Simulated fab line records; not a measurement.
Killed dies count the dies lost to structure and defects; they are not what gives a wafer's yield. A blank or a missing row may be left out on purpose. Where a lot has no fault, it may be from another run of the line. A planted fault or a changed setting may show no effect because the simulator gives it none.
Which tool is to blame? -- flow gf180mcu -- Sampling: 6 lots, 18 wafers, 3 of 602 route steps

== WHAT THE GAUGES READ, wafer by wafer ==
GF_SALICIDE_THK_MEAS_05: measures by xrf.
lot,measured,on,SALICIDE_TIN_THK (nm)
L252,day 16 01:42,filmMetro-02,19.47 19.72 19.76
L255,day 16 23:08,filmMetro-02,20.36 20.36 20.50
L259,day 18 07:13,filmMetro-03,19.86 19.83 19.83
L263,day 19 23:20,filmMetro-03,20.53 20.47 20.27
L267,day 21 10:34,filmMetro-02,20.31 20.19 20.38
L272,day 23 05:44,filmMetro-02,20.10 19.94 20.11

== WHAT TOOL EACH LOT RAN ON (gives the tool, then ch and the chambers of the sampled wafers, and finally the start) ==
lot,GF_HV_LDD_COAT_26,GF_HV_LDD_STRIP_37
L252,"lithoTrack-02 ch 0, day 11 23:17","plasmaAsher-03 ch 0,1, day 12 10:02"
L255,"lithoTrack-04 ch 0, day 12 17:33","plasmaAsher-03 ch 0,1, day 13 04:14"
L259,"lithoTrack-01 ch 0, day 13 21:42","plasmaAsher-04 ch 0,1, day 14 08:53"
L263,"lithoTrack-01 ch 0, day 15 08:03","plasmaAsher-04 ch 0,1, day 15 19:26"
L267,"lithoTrack-02 ch 0, day 16 18:01","plasmaAsher-03 ch 0,1, day 17 06:02"
L272,"lithoTrack-04 ch 0, day 18 12:24","plasmaAsher-02 ch 0,1, day 19 01:38"
- GF_HV_LDD_COAT_26: resist thk 1000 nm.
- GF_HV_LDD_STRIP_37: strips in O2/N2.

== THE ANSWER, worked out from the rows above alone ==
Rule: the usual values come from the lots themselves. Put in order of their means at a reading, lots are off if they are a third of the lots or fewer, leave a main group of 4 or more, and stand apart from it by a gap of 3 or more times the standard deviation of the main group's means; of several such gaps the widest counts. The tables above print the reading to a certain number of digits; a main group whose means all agree to those digits is not used. Also off: a lot with no number at a reading for which 4 or more lots have one. Any other lot the step has rows for is counted as sound.
Across all readings shown, no lot is off: no conclusion can be drawn from this.

== WHAT HAD BEEN PUT IN BY THE SIMULATOR ==
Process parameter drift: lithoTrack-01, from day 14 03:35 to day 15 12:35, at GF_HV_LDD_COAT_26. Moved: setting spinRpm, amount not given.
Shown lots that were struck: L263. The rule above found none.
